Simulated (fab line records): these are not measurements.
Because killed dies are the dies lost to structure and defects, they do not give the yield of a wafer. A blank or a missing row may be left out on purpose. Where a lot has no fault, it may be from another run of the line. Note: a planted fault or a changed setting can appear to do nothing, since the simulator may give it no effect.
fab line records :: flow sky130
[record]
  lots = 14
  wafers = 42
  lastDay = 50
route steps=708 shown GATE_OXIDE@203 LI_CONTACT@363 METAL1@449 VIA1@460
lots that met no fault: from a run of the same line without faults
startH: start of the lot's first displayed wafer, in hours after the record's first day :: waitH: hours since the lot's step before :: " the same as in the row above :: L1.1+2: a single row standing in for several wafers :: - no value present, or no start provided :: * or withheld: withheld :: < > ~ a bound
route shown NAME@n: names a module that has steps shown in the file, with the first one's number in the route :: usual: mean/standard deviation of fault-free wafers :: same: alike in all rows :: chamber/n: place in a boat :: sites: readings site by site :: _std_site: standard deviation across them :: _edge_site: inner sites' mean taken away from outer sites' mean :: radiusMm: how far each site lies from the wafer's centre :: mask NAME#n: copy n :: behind: the tool/chamber that last shaped the wafer :: hold: why the lot went on hold/how many hours it stayed there/how the hold came to an end :: device: the n, p or np transistor that did not switch :: end of line: the tests these same wafers got at the end of their route :: a step given without rows: its recipe and nothing more :: killed: dies lost to structure and defects at the first sort, not the wafer's yield :: map: per-die view of a wafer (x killed, . not killed, _ where there is no die)
set.NAME: the setting as run; set.NAME@STEP: as run at that earlier step :: model.NAME: the simulator's own value behind a step, which no gauge read
route steps across a sampled set of lots; one table per step, one row per wafer
services: from which hour (startH, from the record's first day; less than 0 if before it) a tool's chamber was out of use, for how many hours, and why
[[steps]]
[step SKY_GATE_OXIDE_OXIDATION_16]
[recipe]
  tempC = 800
  ambient = O2
  idleTempC = 700
  rampUpCPerMin = 10
  rampDownCPerMin = 3
  stabiliseS = 600
  purgeS = 300
  targetThkA = 35.7
  oxTimeS = 1915
[usual]
  stabiliseS = 600/0
  tubeCenterTempC = 800.00/0.082
lot.wafer: L645.3
tool: furnace-02
chamber: 0
startH: 321.11
waitH: 0.7
stabiliseS: 600
tubeCenterTempC: 799.93

lot.wafer: L645.5
tool: furnace-02
chamber: 0
startH: 321.11
waitH: 0.7
stabiliseS: 600
tubeCenterTempC: 800.00

lot.wafer: L645.6
tool: furnace-02
chamber: 0
startH: 321.11
waitH: 0.7
stabiliseS: 600
tubeCenterTempC: 800.02

lot.wafer: L646.2
tool: furnace-01
chamber: 0
startH: 338.87
waitH: 2.3
stabiliseS: 600
tubeCenterTempC: 800.03

lot.wafer: L646.3
tool: furnace-01
chamber: 0
startH: 338.87
waitH: 2.3
stabiliseS: 600
tubeCenterTempC: 799.93

lot.wafer: L646.5
tool: furnace-01
chamber: 0
startH: 338.87
waitH: 2.3
stabiliseS: 600
tubeCenterTempC: 800.13

lot.wafer: L647.1
tool: furnace-02
chamber: 0
startH: 345.96
waitH: 1.1
stabiliseS: 600
tubeCenterTempC: 800.11

lot.wafer: L647.4
tool: furnace-02
chamber: 0
startH: 345.96
waitH: 1.1
stabiliseS: 600
tubeCenterTempC: 799.83

lot.wafer: L647.6
tool: furnace-02
chamber: 0
startH: 345.96
waitH: 1.1
stabiliseS: 600
tubeCenterTempC: 800.03

lot.wafer: L649.3
tool: furnace-01
chamber: 0
startH: 362.88
waitH: 0.0
stabiliseS: 600
tubeCenterTempC: 800.01

lot.wafer: L649.4
tool: furnace-01
chamber: 0
startH: 362.88
waitH: 0.0
stabiliseS: 600
tubeCenterTempC: 800.02

lot.wafer: L649.5
tool: furnace-01
chamber: 0
startH: 362.88
waitH: 0.0
stabiliseS: 600
tubeCenterTempC: 800.03

lot.wafer: L650.1
tool: furnace-02
chamber: 0
startH: 371.81
waitH: 0.1
stabiliseS: 600
tubeCenterTempC: 800.15

lot.wafer: L650.2
tool: furnace-02
chamber: 0
startH: 371.81
waitH: 0.1
stabiliseS: 600
tubeCenterTempC: 799.98

lot.wafer: L650.3
tool: furnace-02
chamber: 0
startH: 371.81
waitH: 0.1
stabiliseS: 600
tubeCenterTempC: 799.79

lot.wafer: L651.1
tool: furnace-02
chamber: 0
startH: 377.77
waitH: 0.0
stabiliseS: 600
tubeCenterTempC: 800.02

lot.wafer: L651.3
tool: furnace-02
chamber: 0
startH: 377.77
waitH: 0.0
stabiliseS: 600
tubeCenterTempC: 799.92

lot.wafer: L651.5
tool: furnace-02
chamber: 0
startH: 377.77
waitH: 0.0
stabiliseS: 600
tubeCenterTempC: 800.05

lot.wafer: L652.4
tool: furnace-02
chamber: 0
startH: 384.03
waitH: 0.0
stabiliseS: 600
tubeCenterTempC: 799.99

lot.wafer: L652.5
tool: furnace-02
chamber: 0
startH: 384.03
waitH: 0.0
stabiliseS: 600
tubeCenterTempC: 799.89

lot.wafer: L652.6
tool: furnace-02
chamber: 0
startH: 384.03
waitH: 0.0
stabiliseS: 600
tubeCenterTempC: 799.97

lot.wafer: L653.2
tool: furnace-02
chamber: 0
startH: 392.79
waitH: 0.8
stabiliseS: 5400
tubeCenterTempC: 800.00

lot.wafer: L653.5
tool: furnace-02
chamber: 0
startH: 392.79
waitH: 0.8
stabiliseS: 5400
tubeCenterTempC: 799.89

lot.wafer: L653.6
tool: furnace-02
chamber: 0
startH: 392.79
waitH: 0.8
stabiliseS: 5400
tubeCenterTempC: 799.95

lot.wafer: L655.1
tool: furnace-01
chamber: 0
startH: 407.83
waitH: 0.5
stabiliseS: 600
tubeCenterTempC: 799.92

lot.wafer: L655.2
tool: furnace-01
chamber: 0
startH: 407.83
waitH: 0.5
stabiliseS: 600
tubeCenterTempC: 799.87

lot.wafer: L655.5
tool: furnace-01
chamber: 0
startH: 407.83
waitH: 0.5
stabiliseS: 600
tubeCenterTempC: 800.05

lot.wafer: L656.2
tool: furnace-02
chamber: 0
startH: 417.58
waitH: 0.0
stabiliseS: 5400
tubeCenterTempC: 799.86

lot.wafer: L656.3
tool: furnace-02
chamber: 0
startH: 417.58
waitH: 0.0
stabiliseS: 5400
tubeCenterTempC: 799.93

lot.wafer: L656.5
tool: furnace-02
chamber: 0
startH: 417.58
waitH: 0.0
stabiliseS: 5400
tubeCenterTempC: 800.07

lot.wafer: L663.1
tool: furnace-01
chamber: 0
startH: 480.15
waitH: 0.1
stabiliseS: 600
tubeCenterTempC: 799.97

lot.wafer: L663.3
tool: furnace-01
chamber: 0
startH: 480.15
waitH: 0.1
stabiliseS: 600
tubeCenterTempC: 799.98

lot.wafer: L663.5
tool: furnace-01
chamber: 0
startH: 480.15
waitH: 0.1
stabiliseS: 600
tubeCenterTempC: 800.15

lot.wafer: L664.3
tool: furnace-02
chamber: 0
startH: 483.13
waitH: 0.0
stabiliseS: 600
tubeCenterTempC: 800.02

lot.wafer: L664.4
tool: furnace-02
chamber: 0
startH: 483.13
waitH: 0.0
stabiliseS: 600
tubeCenterTempC: 800.13

lot.wafer: L664.5
tool: furnace-02
chamber: 0
startH: 483.13
waitH: 0.0
stabiliseS: 600
tubeCenterTempC: 800.02

lot.wafer: L665.2
tool: furnace-02
chamber: 0
startH: 497.37
waitH: 0.0
stabiliseS: 600
tubeCenterTempC: 799.96

lot.wafer: L665.3
tool: furnace-02
chamber: 0
startH: 497.37
waitH: 0.0
stabiliseS: 600
tubeCenterTempC: 800.12

lot.wafer: L665.4
tool: furnace-02
chamber: 0
startH: 497.37
waitH: 0.0
stabiliseS: 600
tubeCenterTempC: 799.92

lot.wafer: L666.1
tool: furnace-02
chamber: 0
startH: 502.34
waitH: 1.0
stabiliseS: 600
tubeCenterTempC: 799.87

lot.wafer: L666.3
tool: furnace-02
chamber: 0
startH: 502.34
waitH: 1.0
stabiliseS: 600
tubeCenterTempC: 799.91

lot.wafer: L666.4
tool: furnace-02
chamber: 0
startH: 502.34
waitH: 1.0
stabiliseS: 600
tubeCenterTempC: 800.04
[step SKY_LI_CONTACT_THK_MEAS_01]
[recipe]
  reads = PSG_of_LI_CONTACT_HDPCVD_00
[usual]
  LI_CONTACT_HDPCVD_THK = 930/11
lot.wafer: L645.3
tool: filmMetro-03
chamber: -
startH: 661.84
waitH: 0.1
LI_CONTACT_HDPCVD_THK[nm]: 922

lot.wafer: L645.5
tool: filmMetro-03
chamber: -
startH: 661.84
waitH: 0.1
LI_CONTACT_HDPCVD_THK[nm]: 922

lot.wafer: L645.6
tool: filmMetro-03
chamber: -
startH: 661.84
waitH: 0.1
LI_CONTACT_HDPCVD_THK[nm]: 918

lot.wafer: L646.2
tool: filmMetro-03
chamber: -
startH: 679.15
waitH: 0.1
LI_CONTACT_HDPCVD_THK[nm]: 923

lot.wafer: L646.3
tool: filmMetro-03
chamber: -
startH: 679.15
waitH: 0.1
LI_CONTACT_HDPCVD_THK[nm]: 929

lot.wafer: L646.5
tool: filmMetro-03
chamber: -
startH: 679.15
waitH: 0.1
LI_CONTACT_HDPCVD_THK[nm]: 937

lot.wafer: L647.1
tool: filmMetro-04
chamber: -
startH: 687.05
waitH: 0.1
LI_CONTACT_HDPCVD_THK[nm]: 931

lot.wafer: L647.4
tool: filmMetro-04
chamber: -
startH: 687.05
waitH: 0.1
LI_CONTACT_HDPCVD_THK[nm]: 937

lot.wafer: L647.6
tool: filmMetro-04
chamber: -
startH: 687.05
waitH: 0.1
LI_CONTACT_HDPCVD_THK[nm]: 936

lot.wafer: L649.3
tool: filmMetro-04
chamber: -
startH: 704.77
waitH: 0.1
LI_CONTACT_HDPCVD_THK[nm]: 933

lot.wafer: L649.4
tool: filmMetro-04
chamber: -
startH: 704.77
waitH: 0.1
LI_CONTACT_HDPCVD_THK[nm]: 926

lot.wafer: L649.5
tool: filmMetro-04
chamber: -
startH: 704.77
waitH: 0.1
LI_CONTACT_HDPCVD_THK[nm]: 922

lot.wafer: L650.1
tool: filmMetro-04
chamber: -
startH: 710.19
waitH: 0.1
LI_CONTACT_HDPCVD_THK[nm]: 956

lot.wafer: L650.2
tool: filmMetro-04
chamber: -
startH: 710.19
waitH: 0.1
LI_CONTACT_HDPCVD_THK[nm]: 937

lot.wafer: L650.3
tool: filmMetro-04
chamber: -
startH: 710.19
waitH: 0.1
LI_CONTACT_HDPCVD_THK[nm]: 937

lot.wafer: L651.1
tool: filmMetro-04
chamber: -
startH: 718.45
waitH: 0.1
LI_CONTACT_HDPCVD_THK[nm]: 925

lot.wafer: L651.3
tool: filmMetro-04
chamber: -
startH: 718.45
waitH: 0.1
LI_CONTACT_HDPCVD_THK[nm]: 932

lot.wafer: L651.5
tool: filmMetro-04
chamber: -
startH: 718.45
waitH: 0.1
LI_CONTACT_HDPCVD_THK[nm]: 919

lot.wafer: L652.4
tool: filmMetro-03
chamber: -
startH: 722.07
waitH: 0.0
LI_CONTACT_HDPCVD_THK[nm]: 917

lot.wafer: L652.5
tool: filmMetro-03
chamber: -
startH: 722.07
waitH: 0.0
LI_CONTACT_HDPCVD_THK[nm]: 911

lot.wafer: L652.6
tool: filmMetro-03
chamber: -
startH: 722.07
waitH: 0.0
LI_CONTACT_HDPCVD_THK[nm]: 931

lot.wafer: L653.2
tool: filmMetro-01
chamber: -
startH: 733.66
waitH: 0.1
LI_CONTACT_HDPCVD_THK[nm]: 939

lot.wafer: L653.5
tool: filmMetro-01
chamber: -
startH: 733.66
waitH: 0.1
LI_CONTACT_HDPCVD_THK[nm]: 934

lot.wafer: L653.6
tool: filmMetro-01
chamber: -
startH: 733.66
waitH: 0.1
LI_CONTACT_HDPCVD_THK[nm]: 918

lot.wafer: L655.1
tool: filmMetro-01
chamber: -
startH: 744.69
waitH: 0.1
LI_CONTACT_HDPCVD_THK[nm]: 935

lot.wafer: L655.2
tool: filmMetro-01
chamber: -
startH: 744.69
waitH: 0.1
LI_CONTACT_HDPCVD_THK[nm]: 918

lot.wafer: L655.5
tool: filmMetro-01
chamber: -
startH: 744.69
waitH: 0.1
LI_CONTACT_HDPCVD_THK[nm]: 920

lot.wafer: L656.2
tool: filmMetro-03
chamber: -
startH: 751.28
waitH: 0.1
LI_CONTACT_HDPCVD_THK[nm]: 947

lot.wafer: L656.3
tool: filmMetro-03
chamber: -
startH: 751.28
waitH: 0.1
LI_CONTACT_HDPCVD_THK[nm]: 937

lot.wafer: L656.5
tool: filmMetro-03
chamber: -
startH: 751.28
waitH: 0.1
LI_CONTACT_HDPCVD_THK[nm]: 937

lot.wafer: L663.1
tool: filmMetro-01
chamber: -
startH: 805.20
waitH: 0.1
LI_CONTACT_HDPCVD_THK[nm]: 942

lot.wafer: L663.3
tool: filmMetro-01
chamber: -
startH: 805.20
waitH: 0.1
LI_CONTACT_HDPCVD_THK[nm]: 945

lot.wafer: L663.5
tool: filmMetro-01
chamber: -
startH: 805.20
waitH: 0.1
LI_CONTACT_HDPCVD_THK[nm]: 948

lot.wafer: L664.3
tool: filmMetro-04
chamber: -
startH: 812.42
waitH: 0.1
LI_CONTACT_HDPCVD_THK[nm]: 935

lot.wafer: L664.4
tool: filmMetro-04
chamber: -
startH: 812.42
waitH: 0.1
LI_CONTACT_HDPCVD_THK[nm]: 933

lot.wafer: L664.5
tool: filmMetro-04
chamber: -
startH: 812.42
waitH: 0.1
LI_CONTACT_HDPCVD_THK[nm]: 928

lot.wafer: L665.2
tool: filmMetro-03
chamber: -
startH: 820.50
waitH: 0.1
LI_CONTACT_HDPCVD_THK[nm]: 927

lot.wafer: L665.3
tool: filmMetro-03
chamber: -
startH: 820.50
waitH: 0.1
LI_CONTACT_HDPCVD_THK[nm]: 943

lot.wafer: L665.4
tool: filmMetro-03
chamber: -
startH: 820.50
waitH: 0.1
LI_CONTACT_HDPCVD_THK[nm]: 932

lot.wafer: L666.1
tool: filmMetro-03
chamber: -
startH: 825.01
waitH: 0.1
LI_CONTACT_HDPCVD_THK[nm]: 945

lot.wafer: L666.3
tool: filmMetro-03
chamber: -
startH: 825.01
waitH: 0.1
LI_CONTACT_HDPCVD_THK[nm]: 951

lot.wafer: L666.4
tool: filmMetro-03
chamber: -
startH: 825.01
waitH: 0.1
LI_CONTACT_HDPCVD_THK[nm]: 945
[step SKY_METAL1_CD_MEAS_15]
[recipe]
  targetCdNm = 140
[usual]
  cdNm = 139.8/1.5
lot.wafer: L645.3
tool: cdSem-02
chamber: -
startH: 777.61
waitH: -
cdNm: 142.0

lot.wafer: L645.5
tool: cdSem-02
chamber: -
startH: 777.61
waitH: -
cdNm: 141.6

lot.wafer: L645.6
tool: cdSem-02
chamber: -
startH: 777.61
waitH: -
cdNm: 143.8

lot.wafer: L646.2
tool: cdSem-01
chamber: -
startH: 793.40
waitH: -
cdNm: 138.9

lot.wafer: L646.3
tool: cdSem-01
chamber: -
startH: 793.40
waitH: -
cdNm: 141.9

lot.wafer: L646.5
tool: cdSem-01
chamber: -
startH: 793.40
waitH: -
cdNm: 141.2

lot.wafer: L647.1
tool: cdSem-02
chamber: -
startH: 799.03
waitH: -
cdNm: 142.6

lot.wafer: L647.4
tool: cdSem-02
chamber: -
startH: 799.03
waitH: -
cdNm: 141.2

lot.wafer: L647.6
tool: cdSem-02
chamber: -
startH: 799.03
waitH: -
cdNm: 141.7

lot.wafer: L649.3
tool: cdSem-01
chamber: -
startH: 817.37
waitH: -
cdNm: 140.8

lot.wafer: L649.4
tool: cdSem-01
chamber: -
startH: 817.37
waitH: -
cdNm: 141.3

lot.wafer: L649.5
tool: cdSem-01
chamber: -
startH: 817.37
waitH: -
cdNm: 142.6

lot.wafer: L650.1
tool: cdSem-01
chamber: -
startH: 823.09
waitH: -
cdNm: 139.8

lot.wafer: L650.2
tool: cdSem-01
chamber: -
startH: 823.09
waitH: -
cdNm: 138.7

lot.wafer: L650.3
tool: cdSem-01
chamber: -
startH: 823.09
waitH: -
cdNm: 138.4

lot.wafer: L651.1
tool: cdSem-01
chamber: -
startH: 829.98
waitH: -
cdNm: 139.3

lot.wafer: L651.3
tool: cdSem-01
chamber: -
startH: 829.98
waitH: -
cdNm: 140.2

lot.wafer: L651.5
tool: cdSem-01
chamber: -
startH: 829.98
waitH: -
cdNm: 138.5

lot.wafer: L652.4
tool: cdSem-01
chamber: -
startH: 833.38
waitH: -
cdNm: 141.2

lot.wafer: L652.5
tool: cdSem-01
chamber: -
startH: 833.38
waitH: -
cdNm: 138.9

lot.wafer: L652.6
tool: cdSem-01
chamber: -
startH: 833.38
waitH: -
cdNm: 139.5

lot.wafer: L653.2
tool: cdSem-02
chamber: -
startH: 843.80
waitH: -
cdNm: 139.7

lot.wafer: L653.5
tool: cdSem-02
chamber: -
startH: 843.80
waitH: -
cdNm: 139.4

lot.wafer: L653.6
tool: cdSem-02
chamber: -
startH: 843.80
waitH: -
cdNm: 139.9

lot.wafer: L655.1
tool: cdSem-01
chamber: -
startH: 856.22
waitH: -
cdNm: 141.1

lot.wafer: L655.2
tool: cdSem-01
chamber: -
startH: 856.22
waitH: -
cdNm: 140.1

lot.wafer: L655.5
tool: cdSem-01
chamber: -
startH: 856.22
waitH: -
cdNm: 139.7

lot.wafer: L656.2
tool: cdSem-02
chamber: -
startH: 861.44
waitH: -
cdNm: 140.4

lot.wafer: L656.3
tool: cdSem-02
chamber: -
startH: 861.44
waitH: -
cdNm: 138.6

lot.wafer: L656.5
tool: cdSem-02
chamber: -
startH: 861.44
waitH: -
cdNm: 138.7

lot.wafer: L663.1
tool: cdSem-02
chamber: -
startH: 913.93
waitH: -
cdNm: 138.1

lot.wafer: L663.3
tool: cdSem-02
chamber: -
startH: 913.93
waitH: -
cdNm: 138.7

lot.wafer: L663.5
tool: cdSem-02
chamber: -
startH: 913.93
waitH: -
cdNm: 139.2

lot.wafer: L664.3
tool: cdSem-01
chamber: -
startH: 918.87
waitH: -
cdNm: 138.0

lot.wafer: L664.4
tool: cdSem-01
chamber: -
startH: 918.87
waitH: -
cdNm: 140.0

lot.wafer: L664.5
tool: cdSem-01
chamber: -
startH: 918.87
waitH: -
cdNm: 139.6

lot.wafer: L665.2
tool: cdSem-02
chamber: -
startH: 926.55
waitH: -
cdNm: 138.1

lot.wafer: L665.3
tool: cdSem-02
chamber: -
startH: 926.55
waitH: -
cdNm: 138.9

lot.wafer: L665.4
tool: cdSem-02
chamber: -
startH: 926.55
waitH: -
cdNm: 137.4

lot.wafer: L666.1
tool: cdSem-02
chamber: -
startH: 932.32
waitH: -
cdNm: 139.5

lot.wafer: L666.3
tool: cdSem-02
chamber: -
startH: 932.32
waitH: -
cdNm: 140.4

lot.wafer: L666.4
tool: cdSem-02
chamber: -
startH: 932.32
waitH: -
cdNm: 140.8
[step SKY_VIA1_CMP_02]
[recipe]
  material = SiO2
  downForcePsi = 4
  platenRpm = 60
  padVelocityMS = 0.94248
[usual]
  motorCurrentA = 12.9/1.2
  platenRpm = 60.00/0.044
lot.wafer: L645.3
tool: cmp-02
chamber: 0
startH: 778.74
waitH: 0.0
motorCurrentA: 13.3
platenRpm: 60.02

lot.wafer: L645.5
tool: cmp-02
chamber: 0
startH: 778.74
waitH: 0.0
motorCurrentA: 12.6
platenRpm: 60.00

lot.wafer: L645.6
tool: cmp-02
chamber: 1
startH: 778.74
waitH: 0.0
motorCurrentA: 11.4
platenRpm: 60.06

lot.wafer: L646.2
tool: cmp-02
chamber: 0
startH: 794.57
waitH: 0.1
motorCurrentA: 12.4
platenRpm: 59.94

lot.wafer: L646.3
tool: cmp-02
chamber: 2
startH: 794.57
waitH: 0.1
motorCurrentA: 13.8
platenRpm: 60.01

lot.wafer: L646.5
tool: cmp-02
chamber: 0
startH: 794.57
waitH: 0.1
motorCurrentA: 13.2
platenRpm: 59.93

lot.wafer: L647.1
tool: cmp-01
chamber: 0
startH: 800.20
waitH: 0.1
motorCurrentA: 14.3
platenRpm: 60.02

lot.wafer: L647.4
tool: cmp-01
chamber: 3
startH: 800.20
waitH: 0.1
motorCurrentA: 10.9
platenRpm: 60.02

lot.wafer: L647.6
tool: cmp-01
chamber: 0
startH: 800.20
waitH: 0.1
motorCurrentA: 14.3
platenRpm: 60.12

lot.wafer: L649.3
tool: cmp-01
chamber: 3
startH: 818.49
waitH: 0.1
motorCurrentA: 10.8
platenRpm: 60.00

lot.wafer: L649.4
tool: cmp-01
chamber: 1
startH: 818.49
waitH: 0.1
motorCurrentA: 16.2
platenRpm: 60.03

lot.wafer: L649.5
tool: cmp-01
chamber: 3
startH: 818.49
waitH: 0.1
motorCurrentA: 11.2
platenRpm: 60.11

lot.wafer: L650.1
tool: cmp-01
chamber: 0
startH: 824.38
waitH: 0.2
motorCurrentA: 13.4
platenRpm: 60.00

lot.wafer: L650.2
tool: cmp-01
chamber: 1
startH: 824.38
waitH: 0.2
motorCurrentA: 15.9
platenRpm: 59.99

lot.wafer: L650.3
tool: cmp-01
chamber: 2
startH: 824.38
waitH: 0.2
motorCurrentA: 12.5
platenRpm: 60.03

lot.wafer: L651.3
tool: cmp-01
chamber: 0
startH: 831.18
waitH: 0.1
motorCurrentA: 13.9
platenRpm: 59.96

lot.wafer: L651.1
tool: cmp-01
chamber: 1
startH: 831.18
waitH: 0.1
motorCurrentA: 15.2
platenRpm: 59.88

lot.wafer: L651.5
tool: cmp-01
chamber: 2
startH: 831.18
waitH: 0.1
motorCurrentA: 12.2
platenRpm: 59.98

lot.wafer: L652.4
tool: cmp-01
chamber: 2
startH: 834.42
waitH: 0.0
motorCurrentA: 12.4
platenRpm: 60.01

lot.wafer: L652.5
tool: cmp-01
chamber: 2
startH: 834.42
waitH: 0.0
motorCurrentA: 13.1
platenRpm: 59.97

lot.wafer: L652.6
tool: cmp-01
chamber: 3
startH: 834.42
waitH: 0.0
motorCurrentA: 11.8
platenRpm: 60.10

lot.wafer: L653.2
tool: cmp-02
chamber: 0
startH: 845.03
waitH: 0.2
motorCurrentA: 13.0
platenRpm: 59.99

lot.wafer: L653.6
tool: cmp-02
chamber: 1
startH: 845.03
waitH: 0.2
motorCurrentA: 11.6
platenRpm: 60.01

lot.wafer: L653.5
tool: cmp-02
chamber: 2
startH: 845.03
waitH: 0.2
motorCurrentA: 13.1
platenRpm: 60.03

lot.wafer: L655.1
tool: cmp-02
chamber: 2
startH: 857.87
waitH: 0.4
motorCurrentA: 13.2
platenRpm: 60.00

lot.wafer: L655.2
tool: cmp-02
chamber: 1
startH: 857.87
waitH: 0.4
motorCurrentA: 12.0
platenRpm: 59.98

lot.wafer: L655.5
tool: cmp-02
chamber: 3
startH: 857.87
waitH: 0.4
motorCurrentA: 13.7
platenRpm: 60.00

lot.wafer: L656.3
tool: cmp-02
chamber: 0
startH: 862.62
waitH: 0.0
motorCurrentA: 12.2
platenRpm: 59.96

lot.wafer: L656.2
tool: cmp-02
chamber: 2
startH: 862.62
waitH: 0.0
motorCurrentA: 13.1
platenRpm: 59.95

lot.wafer: L656.5
tool: cmp-02
chamber: 1
startH: 862.62
waitH: 0.0
motorCurrentA: 11.8
platenRpm: 60.01

lot.wafer: L663.3
tool: cmp-02
chamber: 1
startH: 917.85
waitH: 2.8
motorCurrentA: 11.5
platenRpm: 59.93

lot.wafer: L663.1
tool: cmp-02
chamber: 2
startH: 917.85
waitH: 2.8
motorCurrentA: 13.3
platenRpm: 59.91

lot.wafer: L663.5
tool: cmp-02
chamber: 1
startH: 917.85
waitH: 2.8
motorCurrentA: 11.5
platenRpm: 59.97

lot.wafer: L664.4
tool: cmp-02
chamber: 0
startH: 920.17
waitH: 0.1
motorCurrentA: 13.1
platenRpm: 59.99

lot.wafer: L664.3
tool: cmp-02
chamber: 1
startH: 920.17
waitH: 0.1
motorCurrentA: 11.9
platenRpm: 59.97

lot.wafer: L664.5
tool: cmp-02
chamber: 0
startH: 920.17
waitH: 0.1
motorCurrentA: 12.4
platenRpm: 59.97

lot.wafer: L665.3
tool: cmp-02
chamber: 1
startH: 927.73
waitH: 0.1
motorCurrentA: 11.2
platenRpm: 60.05

lot.wafer: L665.2
tool: cmp-02
chamber: 2
startH: 927.73
waitH: 0.1
motorCurrentA: 12.9
platenRpm: 60.02

lot.wafer: L665.4
tool: cmp-02
chamber: 3
startH: 927.73
waitH: 0.1
motorCurrentA: 13.9
platenRpm: 60.08

lot.wafer: L666.1
tool: cmp-02
chamber: 2
startH: 933.51
waitH: 0.1
motorCurrentA: 13.0
platenRpm: 60.07

lot.wafer: L666.4
tool: cmp-02
chamber: 3
startH: 933.51
waitH: 0.1
motorCurrentA: 14.5
platenRpm: 59.97

lot.wafer: L666.3
tool: cmp-02
chamber: 0
startH: 933.51
waitH: 0.1
motorCurrentA: 12.4
platenRpm: 60.07
[[services]]
tool: cmp-02
chamber: -
startH: 317.39
hours: 3.9
kind: pm

tool: cmp-02
chamber: -
startH: 321.31
hours: 5.6
kind: pm

tool: cmp-01
chamber: -
startH: 321.55
hours: 2.6
kind: repair

tool: furnace-02
chamber: -
startH: 329.69
hours: 3.7
kind: pm

tool: cmp-02
chamber: -
startH: 336.54
hours: 0.9
kind: repair

tool: cmp-02
chamber: -
startH: 444.82
hours: 3.7
kind: repair

tool: furnace-02
chamber: -
startH: 462.36
hours: 2.6
kind: pm

tool: furnace-02
chamber: -
startH: 484.67
hours: 9.4
kind: pm

tool: cmp-02
chamber: -
startH: 493.22
hours: 3.9
kind: repair

tool: cmp-02
chamber: -
startH: 572.00
hours: 4.0
kind: pm

tool: cmp-02
chamber: -
startH: 581.38
hours: 1.1
kind: repair

tool: furnace-02
chamber: -
startH: 611.39
hours: 3.5
kind: pm

tool: furnace-02
chamber: -
startH: 630.86
hours: 2.9
kind: pm

tool: cmp-02
chamber: -
startH: 644.94
hours: 3.7
kind: repair

tool: cmp-02
chamber: -
startH: 686.64
hours: 3.9
kind: pm

tool: furnace-02
chamber: -
startH: 686.89
hours: 3.0
kind: pm

tool: cmp-02
chamber: -
startH: 723.05
hours: 1.1
kind: repair

tool: cmp-02
chamber: -
startH: 772.76
hours: 2.6
kind: repair

tool: cmp-02
chamber: -
startH: 790.96
hours: 1.3
kind: repair

tool: furnace-02
chamber: -
startH: 798.36
hours: 3.5
kind: pm

tool: cmp-02
chamber: -
startH: 821.46
hours: 0.3
kind: repair

tool: cmp-02
chamber: -
startH: 856.18
hours: 1.4
kind: repair

tool: furnace-02
chamber: -
startH: 892.23
hours: 4.3
kind: pm

tool: cmp-02
chamber: -
startH: 912.05
hours: 4.0
kind: pm
[[key]]
[firstSign]
  step = SKY_GATE_OXIDE_OXIDATION_16
  reading = stabiliseS
  direction = up
  sigmas = 99+
  usual = 600
  struck = 5400
effect none on later readings
metAt SKY_GATE_OXIDE_OXIDATION_16
struckLots L653,L656
testerLeftOut L653,L656
notActingAt SKY_LI_CONTACT_THK_MEAS_01,SKY_METAL1_CD_MEAS_15,SKY_VIA1_CMP_02
onsetBetween 384.03 392.79
[fault]
  kind = processParameterDrift
  tool = furnace-02
  chamber = -
  onsetH = 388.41
  steps = SKY_GATE_OXIDE_OXIDATION_16
  channel = stabiliseS
  offset = 4800
  shape = step
  endH = 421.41
  actsIn = theseRecipesOnly
  stated = 600
// testerLeftOut: of these lots the tester's yield and bins aren't shown, on N5 and GAA mostly nor the transistor test; their killed dies are dies lost to structure and defects alone, not to doping, threshold or leakage, so they don't give the yield
